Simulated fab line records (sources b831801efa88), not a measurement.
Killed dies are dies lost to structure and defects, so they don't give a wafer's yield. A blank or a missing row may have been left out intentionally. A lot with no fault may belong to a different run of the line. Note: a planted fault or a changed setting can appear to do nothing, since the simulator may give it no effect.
fab line records	flow gf180mcu
record: lots: 11	wafers: 33	last-day: 34
route steps=602 shown M1@319 M3@423 PASSIVATION@588
lots untouched by any fault: they come from a run of this same line in which no faults occurred
start-h: the number of hours between the record's first day and the start of the first shown wafer of the lot	wait-h: how many hours have passed since the lot's step before this one	" the same as in the row above	L1.1+2: a row that stands for several wafers	- either no value or no given start	* or withheld: withheld	< > ~ a bound
route shown NAME@n: a module of which the file shows steps, and the number in the route of the first	usual: mean and standard deviation over wafers with no fault	same: alike in all rows	chamber/n: place in a boat	sites: per-site readings	_std_site: the values' standard deviation	_edge_site: mean of outer sites minus mean of inner sites	radius-mm: how far each site lies from the wafer's centre	mask NAME#n: copy n	behind: the most recent tool/chamber to have shaped the wafer	hold: reason for holding the lot/hours on hold/outcome of the hold	device: transistor that didn't switch, given as n, p or np	end of line: the same wafers' tests at the end of the route	for a step that has no rows: nothing shown but its recipe	killed: not the wafer's yield, but the dies lost to structure and defects at the first sort	map: a wafer's dies, marking killed ones x, the rest . and places with no die _
set.NAME: the setting the step ran with; set.NAME@STEP: the setting that earlier step ran with	model.NAME: the simulator's own value behind a step, which no gauge read
a sample of lots followed through the steps of the route, with each step as a table and each wafer as a row
services: when a tool's chamber went out of use (start-h, in hours from the record's first day, below 0 if earlier), for how many hours, and the reason
== steps ==
step: GF_M1_SPUTTER_04
recipe: material: TiN	target-thk-nm: 50	power-w: 6500	time-s: 41.7	chamber-pressure-pa: 0.4
usual: throttle-valve-pct: 30.1/0.71
lot.wafer	tool	chamber	start-h	wait-h	throttle-valve-pct
L570.1	pvd-sputter-03	-	382.17	0.0	29.1
L570.2	"	-	"	"	30.3
L570.5	"	-	"	"	30.5
L571.2	pvd-sputter-04	-	389.23	0.0	30.1
L571.3	"	-	"	"	30.1
L571.5	"	-	"	"	30.2
L574.1	pvd-sputter-01	-	415.13	0.0	29.2
L574.3	"	-	"	"	30.0
L574.6	"	-	"	"	30.0
L575.3	pvd-sputter-03	-	430.29	0.0	30.8
L575.5	"	-	"	"	31.1
L575.6	"	-	"	"	30.4
L577.1	pvd-sputter-04	-	449.97	0.0	30.3
L577.3	"	-	"	"	30.6
L577.5	"	-	"	"	30.1
L578.2	pvd-sputter-04	-	455.57	0.0	30.3
L578.3	"	-	"	"	28.5
L578.5	"	-	"	"	30.2
L581.1	pvd-sputter-01	-	481.91	0.0	29.2
L581.3	"	-	"	"	30.0
L581.6	"	-	"	"	30.5
L582.2	pvd-sputter-01	-	485.33	0.0	30.0
L582.3	"	-	"	"	30.5
L582.5	"	-	"	"	30.1
L584.1	pvd-sputter-01	-	501.97	0.0	30.1
L584.3	"	-	"	"	29.8
L584.6	"	-	"	"	30.2
L588.1	pvd-sputter-03	-	534.08	0.0	31.5
L588.4	"	-	"	"	29.2
L588.5	"	-	"	"	31.7
L589.1	pvd-sputter-01	-	547.41	0.0	30.1
L589.2	"	-	"	"	30.2
L589.6	"	-	"	"	29.0
step: GF_M3_CD_MEAS_14
recipe: target-cd-nm: 280
usual: cd-nm: 280.1/1.2
lot.wafer	tool	chamber	start-h	wait-h	cd-nm
L570.1	cd-sem-02	-	507.44	0.1	279.4
L570.2	"	-	"	"	278.5
L570.5	"	-	"	"	277.4
L571.2	cd-sem-02	-	514.45	0.1	281.3
L571.3	"	-	"	"	280.3
L571.5	"	-	"	"	281.6
L574.1	cd-sem-02	-	539.98	0.1	279.3
L574.3	"	-	"	"	279.8
L574.6	"	-	"	"	279.3
L575.3	cd-sem-01	-	552.17	0.1	280.6
L575.5	"	-	"	"	281.0
L575.6	"	-	"	"	280.3
L577.1	cd-sem-02	-	572.48	0.1	280.0
L577.3	"	-	"	"	280.4
L577.5	"	-	"	"	280.6
L578.2	cd-sem-02	-	577.40	0.1	278.1
L578.3	"	-	"	"	279.9
L578.5	"	-	"	"	278.7
L581.1	cd-sem-02	-	600.53	0.1	282.7
L581.3	"	-	"	"	281.5
L581.6	"	-	"	"	280.5
L582.2	cd-sem-02	-	603.80	0.1	279.8
L582.3	"	-	"	"	277.9
L582.5	"	-	"	"	279.4
L584.1	cd-sem-01	-	619.54	0.1	281.3
L584.3	"	-	"	"	281.2
L584.6	"	-	"	"	281.0
L588.1	cd-sem-02	-	645.48	0.1	279.6
L588.4	"	-	"	"	278.5
L588.5	"	-	"	"	279.7
L589.1	cd-sem-01	-	657.48	0.1	280.7
L589.2	"	-	"	"	280.8
L589.6	"	-	"	"	280.9
step: GF_PASSIVATION_THK_MEAS_01
recipe: reads: SiO2_of_PASSIVATION_CVD_00
usual: PASSIVATION_CVD_00_THK: 999/12
lot.wafer	tool	chamber	start-h	wait-h	PASSIVATION_CVD_00_THK[nm]
L570.1	film-metro-02	-	667.53	0.0	998
L570.2	"	-	"	"	1005
L570.5	"	-	"	"	1008
L571.2	film-metro-03	-	672.89	0.0	987
L571.3	"	-	"	"	994
L571.5	"	-	"	"	1002
L574.1	film-metro-03	-	693.34	0.0	982
L574.3	"	-	"	"	991
L574.6	"	-	"	"	995
L575.3	film-metro-01	-	703.07	0.1	998
L575.5	"	-	"	"	996
L575.6	"	-	"	"	1005
L577.1	film-metro-02	-	721.70	0.0	1009
L577.3	"	-	"	"	1005
L577.5	"	-	"	"	1006
L578.2	film-metro-03	-	724.14	0.0	992
L578.3	"	-	"	"	996
L578.5	"	-	"	"	1022
L581.1	film-metro-02	-	744.93	0.0	999
L581.3	"	-	"	"	985
L581.6	"	-	"	"	1015
L582.2	film-metro-02	-	747.09	0.0	979
L582.3	"	-	"	"	986
L582.5	"	-	"	"	1006
L584.1	film-metro-03	-	759.13	0.0	990
L584.3	"	-	"	"	978
L584.6	"	-	"	"	1001
L588.1	film-metro-03	-	782.04	0.0	1011
L588.4	"	-	"	"	1020
L588.5	"	-	"	"	1013
L589.1	film-metro-03	-	789.26	0.0	1001
L589.2	"	-	"	"	1006
L589.6	"	-	"	"	1020
step: GF_PASSIVATION_ETCH_11
recipe: chemistry: CF4/O2	target-depth-nm: 1800	stop-on: TiN	source-w: 800	bias-w: 150	pressure-mtorr: 150	cf4-flow-sccm: 80	O2_flow_sccm: 10	time-s: 400
usual: drypump-motor-current-A: 5.5/0.4	oes-product-au: 0.962/0.0071	rf-fwd-power-W: 798.9/2.6	run-length-s: 428.3/0.33	throttle-valve-pct: 5.959/0.009
lot.wafer	tool	chamber	start-h	wait-h	drypump-motor-current-A	oes-product-au	rf-fwd-power-W	rf-hours-counter-h	run-length-s	throttle-valve-pct
L570.1	rie-diel-02	2	687.08	-	6.1	0.953	802.1	3	428.3	5.962
L570.2	"	3	"	"	5.3	0.961	799.4	12	428.3	5.960
L570.5	"	2	"	"	6.1	0.955	800.4	-	428.4	5.952
L571.2	rie-diel-03	0	692.04	-	5.7	0.957	801.3	24	428.2	5.957
L571.3	"	2	"	"	5.3	0.957	800.8	11	428.1	5.960
L571.5	"	0	"	"	5.7	0.964	795.8	-	428.5	5.954
L574.1	rie-diel-02	3	711.33	-	5.3	0.950	799.5	13	428.4	5.957
L574.3	"	0	"	"	5.6	0.957	797.0	8	428.5	5.960
L574.6	"	2	"	"	6.1	0.964	799.0	-	428.2	5.962
L575.3	rie-diel-02	3	721.68	-	5.3	0.964	800.1	14	429.0	5.956
L575.5	"	3	"	"	5.3	0.963	800.1	-	428.9	5.955
L575.6	"	2	"	"	6.1	0.965	800.1	-	428.1	5.962
L577.1	rie-diel-03	0	739.38	-	5.7	0.967	797.8	26	428.2	5.944
L577.3	"	1	"	"	5.4	0.962	799.0	13	428.4	5.955
L577.5	"	1	"	"	5.4	0.966	800.9	-	428.4	5.958
L578.2	rie-diel-02	0	741.39	-	5.6	0.952	795.9	9	428.6	5.959
L578.3	"	3	"	"	5.3	0.964	800.9	15	428.2	5.946
L578.5	"	3	"	"	5.3	0.975	799.3	-	428.3	5.948
L581.1	rie-diel-02	0	761.48	-	5.6	0.891	793.2	10	487.0	5.910
L581.3	"	3	"	"	5.3	0.882	798.8	16	486.8	5.943
L581.6	"	3	"	"	5.3	0.902	796.9	-	486.5	5.959
L582.2	rie-diel-02	2	763.63	-	6.1	0.874	794.0	7	486.5	5.934
L582.3	"	3	"	"	5.3	0.885	803.2	16	486.9	5.932
L582.5	"	2	"	"	6.1	0.896	793.2	-	487.0	5.940
L584.1	rie-diel-03	0	775.09	-	5.7	0.951	798.8	27	428.3	5.953
L584.3	"	3	"	"	6.1	0.951	800.2	36	428.4	5.958
L584.6	"	1	"	"	5.4	0.963	800.1	-	428.6	5.946
L588.1	rie-diel-03	1	797.68	-	5.4	0.962	801.3	16	428.0	5.943
L588.4	"	3	"	"	6.1	0.960	794.9	37	428.5	5.962
L588.5	"	2	"	"	5.2	0.969	799.2	-	428.3	5.961
L589.1	rie-diel-04	2	805.13	-	5.2	0.965	799.8	27	428.2	5.957
L589.2	"	0	"	"	5.5	0.967	800.0	26	428.1	5.968
L589.6	"	0	"	"	5.5	0.974	800.0	-	427.7	5.951
step: GF_PASSIVATION_STRIP_12
recipe: chemistry: O2/N2	power-w: 1400	pressure-mtorr: 1500	platen-temp-c: 250	o2-flow-sccm: 3000	n2-flow-sccm: 300	overash-fraction: 0.5
usual: drypump-motor-current-A: 5.8/0.47	heater-power-w: 315/41	o2-flow-sccm: 3001/8	oes-product-au: 0.719/0.0044	strip-time-to-endpoint-s: 34.73/0.19
lot.wafer	tool	chamber	start-h	wait-h	drypump-motor-current-A	heater-power-w	o2-flow-sccm	oes-product-au	rf-hours-counter-h	strip-time-to-endpoint-s
L570.1	plasma-asher-04	0	687.32	0.1	6.3	297	2984	0.716	90	34.81
L570.2	"	1	"	"	5.3	324	3002	0.727	90	34.92
L570.5	"	0	"	"	6.3	300	2999	0.718	-	35.02
L571.2	plasma-asher-03	1	692.28	0.1	6.5	366	2992	0.714	110	34.43
L571.3	"	1	"	"	6.5	358	3003	0.714	-	34.48
L571.5	"	1	"	"	6.5	364	3003	0.719	-	34.35
L574.1	plasma-asher-04	0	711.57	0.1	6.3	307	3005	0.716	93	34.74
L574.3	"	0	"	"	6.2	303	3002	0.727	-	34.93
L574.6	"	0	"	"	6.3	302	2999	0.722	-	34.80
L575.3	plasma-asher-04	1	721.95	0.2	5.3	312	3006	0.718	-	34.95
L575.5	"	1	"	"	5.3	313	2998	0.714	-	34.59
L575.6	"	0	"	"	6.3	300	2990	0.717	-	34.85
L577.1	plasma-asher-02	1	739.62	0.1	5.9	264	3013	0.718	32	34.69
L577.3	"	1	"	"	5.9	270	3013	0.716	-	34.71
L577.5	"	1	"	"	5.9	267	2999	0.721	-	34.53
L578.2	plasma-asher-02	0	741.63	0.1	5.3	388	3002	0.712	32	34.53
L578.3	"	1	"	"	5.9	269	2989	0.721	-	34.43
L578.5	"	0	"	"	5.4	386	3013	0.727	-	34.37
L581.1	plasma-asher-04	0	761.72	0.1	6.3	298	3004	0.721	99	32.91
L581.3	"	1	"	"	5.3	317	2999	0.718	-	32.51
L581.6	"	1	"	"	5.3	322	3001	0.723	-	32.46
L582.2	plasma-asher-02	0	763.87	0.1	5.3	391	2995	0.718	34	32.48
L582.3	"	0	"	"	5.4	381	3007	0.719	-	32.61
L582.5	"	1	"	"	5.9	256	2993	0.716	-	32.43
L584.1	plasma-asher-04	1	775.33	0.1	5.3	322	3007	0.713	100	34.66
L584.3	"	1	"	"	5.3	331	3005	0.725	-	34.73
L584.6	"	1	"	"	5.3	315	3005	0.728	-	34.58
L588.1	plasma-asher-03	0	797.92	0.1	6.2	259	3002	0.719	6	34.68
L588.4	"	0	"	"	6.3	249	2998	0.716	-	34.83
L588.5	"	1	"	"	6.5	368	3008	0.718	-	34.86
L589.1	plasma-asher-03	1	805.37	0.1	6.5	376	2999	0.729	7	34.63
L589.2	"	0	"	"	6.2	251	2996	0.713	7	34.53
L589.6	"	1	"	"	6.5	375	2995	0.713	-	34.45
== services ==
tool	chamber	start-h	hours	kind
rie-diel-02	3	359.14	5.8	repair
rie-diel-03	1	376.67	5.0	repair
rie-diel-02	2	378.40	15.2	repair
pvd-sputter-01	-	387.58	1.8	repair
plasma-asher-04	-	387.77	1.3	repair
plasma-asher-04	-	398.89	15.6	pm
rie-diel-02	2	401.54	8.6	repair
rie-diel-02	1	409.36	2.6	repair
rie-diel-02	1	418.51	8.4	repair
rie-diel-03	1	476.31	6.8	repair
rie-diel-02	3	496.07	3.3	repair
rie-diel-02	1	496.17	4.0	repair
rie-diel-02	-	529.23	2.8	pm
rie-diel-02	2	535.74	2.2	repair
rie-diel-02	3	566.31	2.5	repair
rie-diel-03	1	616.49	27.2	repair
rie-diel-02	3	616.61	3.6	repair
rie-diel-02	3	630.17	5.3	repair
rie-diel-03	3	633.58	1.2	repair
rie-diel-03	-	661.00	0.5	repair
rie-diel-02	0	662.18	2.2	repair
plasma-asher-04	-	705.93	1.4	repair
rie-diel-02	-	765.81	14.6	pm
rie-diel-02	2	788.20	2.4	repair
== key ==
first-sign: step: GF_PASSIVATION_ETCH_11	reading: run-length-s	direction: up	sigmas: 99+	usual: *	struck: *
effect: step: GF_PASSIVATION_ETCH_11	reading: oes-product-au	direction: down	sigmas: 10	usual: 0.962	struck: 0.888
effect: step: GF_PASSIVATION_STRIP_12	reading: strip-time-to-endpoint-s	direction: down	sigmas: 11	usual: *	struck: *
met-at GF_PASSIVATION_ETCH_11
struck-lots L581,L582
not-acting-at GF_M1_SPUTTER_04,GF_M3_CD_MEAS_14,GF_PASSIVATION_THK_MEAS_01
onset-between 741.39 761.48
fault: kind: process-parameter-drift	tool: rie-diel-02	chamber: -	onset-h: 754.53	steps: GF_PASSIVATION_ETCH_11	channel: time-s	offset: *	shape: step	end-h: 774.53	acts-in: *	stated: *
